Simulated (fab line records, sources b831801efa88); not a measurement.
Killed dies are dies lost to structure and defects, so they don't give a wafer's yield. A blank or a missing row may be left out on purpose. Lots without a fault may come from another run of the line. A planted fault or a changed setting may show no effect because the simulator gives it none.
fab line records | flow gf180mcu
record lots=14 wafers=42 last_day=34
route steps=602 shown MIM@510 M5@536 PASSIVATION@597
lots that met no fault: from a run of the same line without faults
start_h: hours from the record's first day to the start of the lot's first wafer shown | wait_h: hours since the lot's step before | " the same as in the row above | L1.1+2: a row that stands for several wafers | - no value, or no start given | * or withheld: withheld | < > ~ a bound
route shown NAME@n: a module of which the file shows steps, and the number in the route of the first | usual: mean/standard deviation of fault-free wafers | same: alike in all rows | chamber/n: place in a boat | sites: the reading at each site | _std_site: their standard deviation | _edge_site: outer sites' mean less inner sites' | radius_mm: how far each site lies from the wafer's centre | mask NAME#n: copy n | behind: the tool/chamber that last shaped the wafer | hold: why the lot was held/for how many hours/how that ended | device: the transistor (n, p or np) that didn't switch | end of line: the same wafers' tests at the end of the route | a step without rows: its recipe alone | killed: dies lost to structure and defects at the first sort, not the wafer's yield | map: a wafer's dies, x killed, . not, _ none there
set.NAME: the setting as run; set.NAME@STEP: as run at that earlier step | model.NAME: the simulator's own value behind a step, which no gauge read
steps of the route over a sample of lots; a table a step, a row a wafer
services: from which hour (start_h, from the record's first day; less than 0 if before it) a tool's chamber was out of use, for how many hours, and why
## steps
# step GF_MIM_SPUTTER_07
# recipe material=TiN target_thk_nm=60 power_w=6500 time_s=50 chamber_pressure_pa=0.4
# usual throttle_valve_pct=30.4/0.95
# columns lot.wafer tool chamber start_h wait_h throttle_valve_pct
L375.2 pvd_sputter-04 - 564.29 0.0 31.6
L375.3 " - " " 31.1
L375.4 " - " " 31.0
L379.2 pvd_sputter-03 - 595.59 0.0 28.7
L379.4 " - " " 30.5
L379.6 " - " " 31.0
L380.1 pvd_sputter-04 - 606.79 0.1 30.9
L380.3 " - " " 30.1
L380.6 " - " " 30.8
L381.2 pvd_sputter-03 - 615.13 0.0 30.9
L381.4 " - " " 28.7
L381.5 " - " " 28.6
L382.3 pvd_sputter-03 - 619.30 0.0 30.5
L382.4 " - " " 31.0
L382.5 " - " " 28.4
L383.1 pvd_sputter-04 - 630.60 0.1 30.9
L383.3 " - " " 30.6
L383.5 " - " " 30.9
L385.1 pvd_sputter-03 - 644.91 0.1 31.1
L385.5 " - " " 30.6
L385.6 " - " " 28.7
L386.1 pvd_sputter-01 - 647.54 0.1 28.2
L386.2 " - " " 30.6
L386.4 " - " " 30.3
L391.1 pvd_sputter-04 - 689.33 0.1 31.8
L391.3 " - " " 30.8
L391.5 " - " " 30.7
L394.2 pvd_sputter-03 - 704.29 0.0 31.0
L394.4 " - " " 30.2
L394.6 " - " " 31.2
L395.1 pvd_sputter-01 - 711.45 0.1 29.7
L395.2 " - " " 30.7
L395.3 " - " " 30.5
L396.1 pvd_sputter-03 - 717.29 0.1 28.5
L396.3 " - " " 30.8
L396.5 " - " " 28.6
L397.2 pvd_sputter-01 - 720.50 0.0 29.4
L397.3 " - " " 30.7
L397.4 " - " " 29.8
L398.2 pvd_sputter-01 - 726.79 0.0 30.7
L398.3 " - " " 29.5
L398.4 " - " " 29.8
# step GF_M5_METAL_ETCH_10
# recipe chemistry=Cl2/BCl3 mask_material=KrF target_depth_nm=750.8 stop_on=SiO2 pressure_mtorr=8 icp_w=800 bias_w=140 Cl2_flow_sccm=80 bcl3_flow_sccm=40 time_s=125.1
# usual drypump_motor_current_A=5.6/0.39 oes_product_au=0.991/0.0051 throttle_valve_pct=28.229/0.01
# columns lot.wafer tool chamber start_h wait_h drypump_motor_current_A oes_product_au rf_hours_counter_h throttle_valve_pct
L375.2 rie_metal-01 1 608.25 0.1 5.0 0.995 - 28.230
L375.3 " 1 " " 5.0 0.994 - 28.234
L375.4 " 1 " " 5.0 0.992 - 28.229
L379.2 rie_metal-02 0 637.81 0.0 5.6 0.992 11 28.231
L379.4 " 0 " " 5.6 0.993 - 28.225
L379.6 " 0 " " 5.6 0.983 - 28.234
L380.1 rie_metal-01 1 648.41 0.0 5.0 0.995 13 28.213
L380.3 " 0 " " 5.5 0.987 - 28.225
L380.6 " 1 " " 5.0 1.000 - 28.226
L381.2 rie_metal-04 1 655.61 0.0 6.2 0.993 14 28.225
L381.4 " 1 " " 6.1 0.995 - 28.228
L381.5 " 0 " " 5.8 0.992 - 28.231
L382.3 rie_metal-04 0 660.90 0.1 5.8 0.994 - 28.241
L382.4 " 1 " " 6.1 0.983 - 28.233
L382.5 " 1 " " 6.1 0.983 - 28.233
L383.1 rie_metal-02 0 670.29 0.0 5.6 0.986 13 28.229
L383.3 " 0 " " 5.7 0.994 - 28.217
L383.5 " 1 " " 5.8 0.994 - 28.212
L385.1 rie_metal-02 0 683.89 0.0 5.5 0.985 13 28.246
L385.5 " 1 " " 5.8 0.994 - 28.233
L385.6 " 0 " " 5.6 0.996 - 28.221
L386.1 rie_metal-04 0 687.14 0.0 5.8 1.002 6 28.238
L386.2 " 0 " " 5.9 0.990 - 28.244
L386.4 " 0 " " 5.8 0.998 - 28.218
L391.1 rie_metal-01 1 725.89 0.0 5.0 0.990 1 28.230
L391.3 " 1 " " 5.0 0.988 - 28.234
L391.5 " 1 " " 5.0 0.994 - 28.252
L394.2 rie_metal-02 1 740.81 0.1 5.8 0.986 - 28.222
L394.4 " 1 " " 5.8 0.994 - 28.227
L394.6 " 1 " " 5.8 0.992 - 28.221
L395.1 rie_metal-04 1 747.26 0.0 6.2 0.997 2 28.228
L395.2 " 0 " " 5.8 0.998 8 28.229
L395.3 " 1 " " 6.1 0.990 - 28.215
L396.1 rie_metal-02 0 751.39 0.0 5.6 0.978 0 28.239
L396.3 " 1 " " 5.8 0.998 - 28.231
L396.5 " 1 " " 5.8 0.996 - 28.213
L397.2 rie_metal-01 0 754.84 0.0 5.5 0.987 6 28.236
L397.3 " 0 " " 5.5 0.997 - 28.235
L397.4 " 1 " " 5.0 0.985 - 28.224
L398.2 rie_metal-01 0 760.92 0.0 5.5 0.988 6 28.232
L398.3 " 0 " " 5.5 0.981 - 28.245
L398.4 " 1 " " 5.0 0.995 - 28.236
# step GF_PASSIVATION_DEVELOP_10
# recipe develop_time_s=60 dev_temp_c=23
# usual chill_plate_temp_C=23.02/0.099 develop_time_s=60/0
# columns lot.wafer tool chamber start_h wait_h chill_plate_temp_C develop_time_s
L375.2 litho_track-04 0 672 - 23.05 60
L375.3 " 0 " " 23.18 60
L375.4 " 0 " " 23.14 60
L379.2 litho_track-01 0 698 - 22.87 60
L379.4 " 0 " " 22.99 60
L379.6 " 0 " " 22.84 60
L380.1 litho_track-02 0 709 - 22.86 60
L380.3 " 0 710 - 23.09 60
L380.6 " 0 " " 23.05 60
L381.2 litho_track-02 0 716 - 23.06 60
L381.4 " 0 " " 23.08 60
L381.5 " 0 " " 23.12 60
L382.3 litho_track-04 0 721 - 23.08 60
L382.4 " 0 " " 23.15 60
L382.5 " 0 " " 23.01 60
L383.1 litho_track-01 0 730 - 22.84 60
L383.3 " 0 " " 22.95 60
L383.5 " 0 " " 22.88 60
L385.1 litho_track-04 - 741 - - -
L385.5 " - " " - -
L385.6 " - " " - -
L386.1 litho_track-01 - 744 - - -
L386.2 " - " " - -
L386.4 " - " " - -
L391.1 litho_track-01 0 779 - 23.05 60
L391.3 " 0 " " 23.15 60
L391.5 " 0 " " 23.04 60
L394.2 litho_track-01 0 793 - 23.02 60
L394.4 " 0 " " 22.96 60
L394.6 " 0 " " 23.05 60
L395.1 litho_track-04 0 798 - 22.86 60
L395.2 " 0 " " 23.18 60
L395.3 " 0 " " 23.09 60
L396.1 litho_track-01 0 802 - 23.02 60
L396.3 " 0 " " 23.20 60
L396.5 " 0 " " 23.07 60
L397.2 litho_track-04 0 805 - 23.02 60
L397.3 " 0 " " 22.94 60
L397.4 " 0 " " 22.95 60
L398.2 litho_track-01 0 810 - 22.98 60
L398.3 " 0 " " 23.07 60
L398.4 " 0 " " 23.00 60
# step GF_PASSIVATION_BOW_MEAS_14
# recipe mode=bow
# usual PASSIVATION_BOW=136/11
# columns lot.wafer tool chamber start_h wait_h PASSIVATION_BOW[um]
L375.2 film_metro-02 - 675.56 0.0 131
L375.3 " - " " 137
L375.4 " - " " 136
L379.2 film_metro-02 - 700.70 0.0 138
L379.4 " - " " 136
L379.6 " - " " 134
L380.1 film_metro-02 - 712.55 0.0 165
L380.3 " - " " 161
L380.6 " - " " 150
L381.2 film_metro-04 - 718.57 0.0 125
L381.4 " - " " 118
L381.5 " - " " 127
L382.3 film_metro-04 - 723.84 0.0 136
L382.4 " - " " 137
L382.5 " - " " 134
L383.1 film_metro-04 - 732.33 0.0 150
L383.3 " - " " 140
L383.5 " - " " 149
L385.1 film_metro-04 - 743.15 0.0 143
L385.5 " - " " 129
L385.6 " - " " 136
L386.1 film_metro-04 - 746.18 0.0 127
L386.2 " - " " 127
L386.4 " - " " 126
L391.1 film_metro-02 - 781.48 0.0 131
L391.3 " - " " 139
L391.5 " - " " 132
L394.2 film_metro-04 - 795.10 0.0 128
L394.4 " - " " 130
L394.6 " - " " 137
L395.1 film_metro-04 - 800.30 0.0 133
L395.2 " - " " 131
L395.3 " - " " 149
L396.1 film_metro-04 - 804.13 0.0 147
L396.3 " - " " 146
L396.5 " - " " 133
L397.2 film_metro-01 - 807.62 0.0 132
L397.3 " - " " 131
L397.4 " - " " 137
L398.2 film_metro-01 - 812.55 0.0 117
L398.3 " - " " 115
L398.4 " - " " 125
## services
# columns tool chamber start_h hours kind
rie_metal-02 0 546.57 22.4 repair
rie_metal-04 0 571.40 12.4 repair
rie_metal-01 0 601.61 - clean
rie_metal-01 0 601.61 13.3 scheduled_down
rie_metal-01 0 601.61 13.3 vent_cycle
rie_metal-01 - 621.73 2.8 pm
rie_metal-04 - 644.32 0.6 repair
rie_metal-04 1 669.18 - clean
rie_metal-04 1 669.18 26.0 scheduled_down
rie_metal-04 1 669.18 26.0 vent_cycle
rie_metal-01 1 693.69 - clean
rie_metal-01 1 693.69 17.8 scheduled_down
rie_metal-01 1 693.69 17.8 vent_cycle
rie_metal-01 - 695.84 1.4 pm
rie_metal-02 0 711.79 - clean
rie_metal-02 0 711.79 35.8 scheduled_down
rie_metal-02 0 711.79 35.8 vent_cycle
rie_metal-01 0 714.68 22.5 repair
rie_metal-04 0 734.92 2.4 repair
rie_metal-01 - 791.12 1.4 repair
## key
first_sign step=GF_PASSIVATION_DEVELOP_10 reading=tool_record direction=missing
effect none on later readings
met_at GF_PASSIVATION_DEVELOP_10
struck_lots L385,L386
later_rows_left_out L385.1,L385.5,L385.6,L386.1,L386.2,L386.4
sort_left_out L385.1,L385.5,L385.6,L386.1,L386.2,L386.4
not_acting_at GF_MIM_SPUTTER_07,GF_M5_METAL_ETCH_10,GF_PASSIVATION_BOW_MEAS_14
onset_between 730 741
fault kind=skipped_step_whole tool=litho_track-01,litho_track-04 chamber=- onset_h=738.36 steps=GF_PASSIVATION_DEVELOP_10 scope=struck_lots_only
# sort_left_out: the simulated sort isn't trusted on such a fault, so these wafers' sort isn't shown, and their yield isn't known
# later_rows_left_out: the simulator's readings of these wafers behind a module that went badly wrong aren't trusted and aren't shown, but for the sort
